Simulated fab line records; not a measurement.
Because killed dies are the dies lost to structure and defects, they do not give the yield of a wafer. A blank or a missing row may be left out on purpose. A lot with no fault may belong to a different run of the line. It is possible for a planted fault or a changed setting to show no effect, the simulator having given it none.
Which tool was responsible? + flow sfq line + 7 lots, 19 wafers sampled, at 1 step of a route of 325

## WHAT THE GAUGES READ, wafer by wafer
SFQ_I3_BOW_MEAS_922.
| lot  | measured     | on            | I3_BOW (um) |
|------|--------------|---------------|-------------|
| L548 | day 37 17:53 | film metro-01 | 16 21 11    |
| L550 | day 37 21:38 | film metro-04 | 3 1 -1      |
| L552 | day 40 03:35 | film metro-04 | 14 10 14    |
| L554 | day 40 21:35 | film metro-02 | -12 -14 -11 |
| L558 | day 41 21:35 | film metro-04 | -6 2        |
| L561 | day 42 17:25 | film metro-01 | 20 5        |
| L568 | day 52 10:47 | film metro-02 | -13 0 3     |

## EACH LOT AND THE TOOL THAT RAN IT (in order: tool; ch and the chambers of the sampled wafers; start)
Record: no process step prior to these readings.

## THE ANSWER, worked out from the rows above alone
Rule: what is usual is taken from the lots themselves. The widest of any qualifying gaps counts: lots, ordered by their means at a reading, are off when they make up no more than a third of the lots, leave a main group of 4 or more, and stand apart from it by 3 or more times the standard deviation of that group's means. Not used: any main group whose means are identical at the precision the tables above print for the reading. A lot without any number at a reading at which 4 lots or more have one is off too. The other lots that the step has rows for count as sound.
No lot is off on any of the readings shown, so nothing can be concluded from this.

## WHAT HAD BEEN PUT IN BY THE SIMULATOR
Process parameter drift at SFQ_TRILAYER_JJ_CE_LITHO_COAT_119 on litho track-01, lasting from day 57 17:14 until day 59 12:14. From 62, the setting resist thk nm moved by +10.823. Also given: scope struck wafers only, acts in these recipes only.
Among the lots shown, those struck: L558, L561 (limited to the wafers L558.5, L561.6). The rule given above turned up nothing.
